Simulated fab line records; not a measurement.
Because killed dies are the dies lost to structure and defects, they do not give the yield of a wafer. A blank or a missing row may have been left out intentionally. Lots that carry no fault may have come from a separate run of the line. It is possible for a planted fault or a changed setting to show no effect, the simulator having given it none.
Matching of chambers || flow sky130 || SKY_LI_CONTACT_CMP_24 on cmp-01 has 4 sister chambers
The step polishes, stops on PSG, t overpolish 20 s, target thk 0 nm. 8 wafers are shown with their chamber, then 8 later ones without.

== WAFERS PAIRED WITH THEIR CHAMBERS ==
{"wafer": "L690.4", "chamber": 3, "motorCurrentA (A)": 10.2, "timeToEndpointS (s)": 97}
{"wafer": "L701.2", "chamber": 0, "motorCurrentA (A)": 10.5, "timeToEndpointS (s)": 95}
{"wafer": "L700.1", "chamber": 1, "motorCurrentA (A)": 14.1, "timeToEndpointS (s)": 103}
{"wafer": "L700.6", "chamber": 0, "motorCurrentA (A)": 10.4, "timeToEndpointS (s)": 104}
{"wafer": "L706.3", "chamber": 2, "motorCurrentA (A)": 9.4, "timeToEndpointS (s)": 93}
{"wafer": "L706.5", "chamber": 1, "motorCurrentA (A)": 13.6, "timeToEndpointS (s)": 99}
{"wafer": "L706.6", "chamber": 2, "motorCurrentA (A)": 9.5, "timeToEndpointS (s)": 91}
{"wafer": "L707.1", "chamber": 3, "motorCurrentA (A)": 10.7, "timeToEndpointS (s)": 96}

== WAFERS MISSING THEIR CHAMBER ==
{"wafer": "L707.2", "motorCurrentA (A)": 10.5, "timeToEndpointS (s)": 98}
{"wafer": "L707.5", "motorCurrentA (A)": 13.0, "timeToEndpointS (s)": 102}
{"wafer": "L708.1", "motorCurrentA (A)": 10.7, "timeToEndpointS (s)": 99}
{"wafer": "L708.3", "motorCurrentA (A)": 14.0, "timeToEndpointS (s)": 102}
{"wafer": "L708.4", "motorCurrentA (A)": 11.0, "timeToEndpointS (s)": 98}
{"wafer": "L710.2", "motorCurrentA (A)": 9.7, "timeToEndpointS (s)": 95}
{"wafer": "L710.3", "motorCurrentA (A)": 13.2, "timeToEndpointS (s)": 101}
{"wafer": "L710.5", "motorCurrentA (A)": 9.8, "timeToEndpointS (s)": 93}

== WHICH CHAMBER EACH WENT THROUGH ==
{"wafer": "L707.2", "from the rows above": "can't be placed: 0 or 3", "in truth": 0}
{"wafer": "L707.5", "from the rows above": 1, "in truth": 1}
{"wafer": "L708.1", "from the rows above": "can't be placed: 0 or 3", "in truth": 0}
{"wafer": "L708.3", "from the rows above": 1, "in truth": 1}
{"wafer": "L708.4", "from the rows above": "can't be placed: 0 or 3", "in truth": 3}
{"wafer": "L710.2", "from the rows above": "can't be placed: 2 or 3 or 0", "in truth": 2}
{"wafer": "L710.3", "from the rows above": 1, "in truth": 1}
{"wafer": "L710.5", "from the rows above": "can't be placed: 2 or 3 or 0", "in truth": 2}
Correct placement for 3 of the 8. These rows do not allow placing 5 (true chamber among the candidates in 5). 0 placed wrongly.
How it was worked out, from the rows above alone: a wafer's distance from a chamber is the root of the sum, over the readings, of the square of ((its reading less the chamber's mean) divided by the reading's scatter). The wafer belongs to the nearest chamber; if the next one is less than 2 further off, it can't be placed. The mean given for a chamber averages the wafers shown for that chamber. The scatter is the square root of a quotient: the sum, over the shown wafers, of each reading's squared deviation from its chamber's mean, divided by wafers minus chambers.
